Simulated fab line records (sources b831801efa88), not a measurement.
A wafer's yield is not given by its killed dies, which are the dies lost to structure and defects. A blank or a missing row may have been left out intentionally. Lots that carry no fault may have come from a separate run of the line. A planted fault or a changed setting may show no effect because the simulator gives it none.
2 desks, one fault | flow gf180mcu | each desk has only its own numbers; what lay behind them comes last

## THE METROLOGY DESK
Lot by lot, what the gauges showed, no matter which tool ran the lot: averages of those sampled wafers that carry a number. Marked OUT: a lot whose mean sits more than 4 standard deviations from the usual mean, which makes it out of limits; the brackets give that distance.
Columns: A = M4_ALCU_RS at GF_M4_RS_MEAS_05, usual 0.0697 ohm/sq; B = M4_ALCU_THK at GF_M4_THK_MEAS_06, usual 447 nm
lot  | first seen here | A      | B
L782 | day 23 03:53    | 0.0697 | 448
L783 | day 23 11:43    | 0.0693 | 450
L785 | day 24 05:11    | 0.0703 | 448
L786 | day 24 12:20    | 0.0700 | 442
L788 | day 25 08:13    | 0.0706 | 445
L790 | day 26 06:49    | 0.0697 | 450
L791 | day 26 11:54    | 0.0694 | 450
L792 | day 26 19:15    | 0.0698 | 450
L799 | day 28 16:38    | 0.0695 | 431
L802 | day 29 20:34    | 0.0709 | 447
L803 | day 30 03:28    | 0.0709 | 443
This desk's finding: nothing out of limits on any of the 11 lots.

## DESK OF THE TOOL OWNER: pvd_sputter-03
At GF_M4_SPUTTER_04 (material TiN, target thk 50 nm, time 41.7 s) the tool's own readings: per lot run on this tool, the mean of the sampled wafers that have a number. Marked OUT: a lot whose mean sits more than 4 standard deviations from the usual mean, which makes it out of limits; the brackets give that distance.
Columns: A = throttle_valve_pct at GF_M4_SPUTTER_04, usual 30.3 %
lot  | first seen here | A
L785 | day 24 05:07    | 30.4
L788 | day 25 08:08    | 30.6
L791 | day 26 11:52    | 30.2
L792 | day 26 19:13    | 30.9
L799 | day 28 16:36    | 30.7
This desk's finding: nothing out of limits on any of the 5 lots.

## PUT TOGETHER
At the metrology desk, nothing out of limits was observed.
The desk of the tool owner found nothing out of limits.

## WHAT WAS PUT IN BY THE SIMULATOR
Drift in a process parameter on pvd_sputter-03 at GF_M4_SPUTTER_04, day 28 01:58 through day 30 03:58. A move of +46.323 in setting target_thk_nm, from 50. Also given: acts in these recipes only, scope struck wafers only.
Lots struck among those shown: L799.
